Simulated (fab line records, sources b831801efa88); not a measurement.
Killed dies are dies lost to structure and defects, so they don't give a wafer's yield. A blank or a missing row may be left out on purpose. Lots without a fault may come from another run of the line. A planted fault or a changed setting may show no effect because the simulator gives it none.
Tool commonality check | flow gf180mcu | 13 lots, 39 wafers sampled

WHY IT WAS OPENED
At GF_HV_LDD_CD_MEAS_07 the reading cd_nm is flagged on 2 of 13 lots. Wafers without a fault read 399.3 nm, standard deviation 2.3.
Rule: a lot is flagged when every wafer of it that has a number lies more than 4 standard deviations from that mean, or none has a number. The other lots count as sound.

lot  | measured     | on        | cd_nm (nm), wafer by wafer | flag
L134 | day 9 21:21  | cd_sem-01 | 396.4 396.2 395.3          |
L137 | day 10 21:24 | cd_sem-01 | 400.1 402.3 399.5          |
L138 | day 11 03:07 | cd_sem-01 | 399.6 400.8 399.4          |
L142 | day 12 10:51 | cd_sem-01 | 399.9 395.9 399.0          |
L143 | day 13 00:04 | cd_sem-01 | 398.4 397.5 399.0          |
L145 | day 13 08:43 | cd_sem-01 | 400.6 399.9 402.1          |
L144 | day 13 13:10 | cd_sem-02 | 401.6 404.7 402.8          |
L146 | day 13 18:19 | cd_sem-01 | 394.7 394.7 396.0          |
L148 | day 14 11:01 | cd_sem-02 | 396.2 396.8 396.5          |
L151 | day 15 10:28 | cd_sem-02 | 376.2 376.2 376.1          | FLAGGED
L152 | day 15 15:36 | cd_sem-02 | 401.4 399.7 397.6          |
L153 | day 16 01:26 | cd_sem-01 | 375.6 377.1 375.3          | FLAGGED
L156 | day 16 21:16 | cd_sem-01 | 402.7 401.0 402.4          |
The numbers of the flagged lots are 376.1 nm on average: -23.2 nm against the usual, or -10 standard deviations.

WHICH TOOL RAN EACH LOT
The record holds 3 process steps before the reading, out of a route of 602 steps. In each cell: the tool, then ch and the chambers that the sampled wafers went through, then the start.
lot  | flag    | GF_POLY_GATE_ETCH_12               | GF_POLY_GATE_STRIP_14                | GF_HV_LDD_DEVELOP_06
L134 |         | rie_diel-04 ch 0,1,2, day 9 02:32  | plasma_asher-02 ch 0,1, day 9 02:38  | litho_track-02 ch 0, day 9 21:12
L137 |         | rie_diel-02 ch 0,1,3, day 10 01:15 | plasma_asher-02 ch 0,1, day 10 01:22 | litho_track-02 ch 0, day 10 21:15
L138 |         | rie_diel-04 ch 1,2,3, day 10 07:17 | plasma_asher-04 ch 0,1, day 10 07:23 | litho_track-02 ch 0, day 11 02:59
L142 |         | rie_diel-04 ch 0,2,3, day 11 14:35 | plasma_asher-01 ch 0,1, day 11 14:41 | litho_track-04 ch 0, day 12 10:42
L143 |         | rie_diel-02 ch 0,2, day 12 02:32   | plasma_asher-04 ch 0,1, day 12 02:40 | litho_track-01 ch 0, day 12 23:55
L145 |         | rie_diel-03 ch 2,3, day 12 10:52   | plasma_asher-02 ch 0,1, day 12 11:00 | litho_track-04 ch 0, day 13 08:34
L144 |         | rie_diel-03 ch 1,2,3, day 12 14:49 | plasma_asher-01 ch 0,1, day 12 14:55 | litho_track-04 ch 0, day 13 13:01
L146 |         | rie_diel-02 ch 0,1, day 12 20:35   | plasma_asher-04 ch 0,1, day 12 20:41 | litho_track-02 ch 0, day 13 18:11
L148 |         | rie_diel-02 ch 1,2,3, day 13 12:52 | plasma_asher-01 ch 0,1, day 13 12:58 | litho_track-04 ch 0, day 14 10:52
L151 | FLAGGED | rie_diel-04 ch 1,2,3, day 14 10:58 | plasma_asher-04 ch 0,1, day 14 11:04 | litho_track-04 ch 0, day 15 10:19
L152 |         | rie_diel-02 ch 2,3, day 14 17:19   | plasma_asher-02 ch 0,1, day 14 17:25 | litho_track-02 ch 0, day 15 15:27
L153 | FLAGGED | rie_diel-02 ch 0,3, day 15 00:21   | plasma_asher-04 ch 0,1, day 15 00:29 | litho_track-04 ch 0, day 16 01:17
L156 |         | rie_diel-03 ch 0,1,2, day 15 20:28 | plasma_asher-02 ch 0,1, day 15 20:34 | litho_track-02 ch 0, day 16 21:08
What these steps do:
- GF_POLY_GATE_ETCH_12: etches BARC in N2/H2.
- GF_POLY_GATE_STRIP_14: strips in O2/N2.
- GF_HV_LDD_DEVELOP_06: develop time 60 s.
- GF_HV_LDD_CD_MEAS_07: target cd 400 nm.

FLAGGED OVER TOTAL, TOOL BY TOOL (the gauges that took the reading come last)
step                  | tool            | lots run | flagged | share of the flagged lots | sound lots run after its first flagged lot
GF_POLY_GATE_ETCH_12  | rie_diel-02     | 6        | 1       | some                      | 0
GF_POLY_GATE_ETCH_12  | rie_diel-03     | 3        | 0       | none                      | -
GF_POLY_GATE_ETCH_12  | rie_diel-04     | 4        | 1       | some                      | 0
GF_POLY_GATE_STRIP_14 | plasma_asher-01 | 3        | 0       | none                      | -
GF_POLY_GATE_STRIP_14 | plasma_asher-02 | 5        | 0       | none                      | -
GF_POLY_GATE_STRIP_14 | plasma_asher-04 | 5        | 2       | all                       | 0
GF_HV_LDD_DEVELOP_06  | litho_track-01  | 1        | 0       | none                      | -
GF_HV_LDD_DEVELOP_06  | litho_track-02  | 6        | 0       | none                      | -
GF_HV_LDD_DEVELOP_06  | litho_track-04  | 6        | 2       | all                       | 0
GF_HV_LDD_CD_MEAS_07  | cd_sem-01       | 9        | 1       | some                      | 1 (L156)
GF_HV_LDD_CD_MEAS_07  | cd_sem-02       | 4        | 1       | some                      | 1 (L152)

WHAT THE TABLE ALLOWS
2 rows of the table ran every flagged lot: plasma_asher-04 at GF_POLY_GATE_STRIP_14, litho_track-04 at GF_HV_LDD_DEVELOP_06.
- plasma_asher-04 at GF_POLY_GATE_STRIP_14: 2 of its 5 lots flagged. Its last sound lot is L146 (day 12 20:41), its first flagged lot L151 (day 14 11:04): a fault that began between those two fits.
- litho_track-04 at GF_HV_LDD_DEVELOP_06: 2 of its 6 lots flagged. Its last sound lot is L148 (day 14 10:52), its first flagged lot L151 (day 15 10:19): a fault that began between those two fits.
Counting lots can't tell these 2 tools apart, because each fits a fault that began at some hour. More lots, or a look at what each step does to the wafer, might.

WHAT THE SIMULATOR HAD PUT IN
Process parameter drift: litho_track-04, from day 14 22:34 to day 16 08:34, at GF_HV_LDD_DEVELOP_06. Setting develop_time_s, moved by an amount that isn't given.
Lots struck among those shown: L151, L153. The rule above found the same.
